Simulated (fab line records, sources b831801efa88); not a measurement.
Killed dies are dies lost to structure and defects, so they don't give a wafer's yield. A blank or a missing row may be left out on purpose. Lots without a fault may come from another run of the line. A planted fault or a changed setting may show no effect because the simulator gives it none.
Chamber matching | flow sky130 | SKY_LI_CONTACT_ETCH_15 on rie_diel-04: 4 sister chambers
The step etches PSG in C4F8/O2/Ar, stops on Si, target depth 600 nm. 18 wafers are shown with their chamber, then 9 later ones without.

WAFERS WITH THEIR CHAMBER
wafer  | chamber | oes_product_au (a.u.)
L074.3 | 2       | 0.831
L074.4 | 1       | 0.841
L074.5 | 0       | 0.834
L076.2 | 0       | 0.832
L076.3 | 1       | 0.835
L076.5 | 1       | 0.839
L085.2 | 2       | 0.832
L085.3 | 1       | 0.825
L085.5 | 0       | 0.836
L089.1 | 2       | 0.832
L089.2 | 0       | 0.830
L089.3 | 1       | 0.833
L089.4 | 3       | 0.832
L089.5 | 1       | 0.831
L089.6 | 2       | 0.831
L091.1 | 1       | 0.840
L091.2 | 3       | 0.842
L091.3 | 0       | 0.838

SIGNATURES (means of the wafers above)
reading        | chamber 0 | chamber 1 | chamber 2 | chamber 3 | scatter within a chamber
oes_product_au | 0.83400   | 0.83486   | 0.83150   | 0.83700   | 0.00453
Rule: a wafer's distance from a chamber is the root of the sum, over the readings, of the square of ((its reading less the chamber's mean) divided by the reading's scatter). The wafer belongs to the nearest chamber; if the next one is less than 2 further off, it can't be placed. The scatter: the root of (the sum of the squares of (reading less its chamber's mean) over the shown wafers, divided by (wafers less chambers)).

WAFERS WITHOUT THEIR CHAMBER
wafer  | oes_product_au (a.u.)
L091.4 | 0.823
L091.5 | 0.839
L091.6 | 0.835
L094.3 | 0.830
L094.4 | 0.837
L094.5 | 0.841
L096.1 | 0.840
L096.3 | 0.836
L096.6 | 0.833

WHICH CHAMBER EACH WENT THROUGH
wafer  | from the rows above               | in truth
L091.4 | can't be placed: 2 or 0 or 1 or 3 | 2
L091.5 | can't be placed: 3 or 1 or 0 or 2 | 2
L091.6 | can't be placed: 1 or 0 or 3 or 2 | 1
L094.3 | can't be placed: 2 or 0 or 1 or 3 | 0
L094.4 | can't be placed: 3 or 1 or 0 or 2 | 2
L094.5 | can't be placed: 3 or 1 or 0 or 2 | 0
L096.1 | can't be placed: 3 or 1 or 0 or 2 | 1
L096.3 | can't be placed: 3 or 1 or 0 or 2 | 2
L096.6 | can't be placed: 0 or 2 or 1 or 3 | 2
Placed correctly: 0 of 9. Can't be placed from these rows: 9 (the true chamber is among the candidates in 9). Placed wrongly: 0.
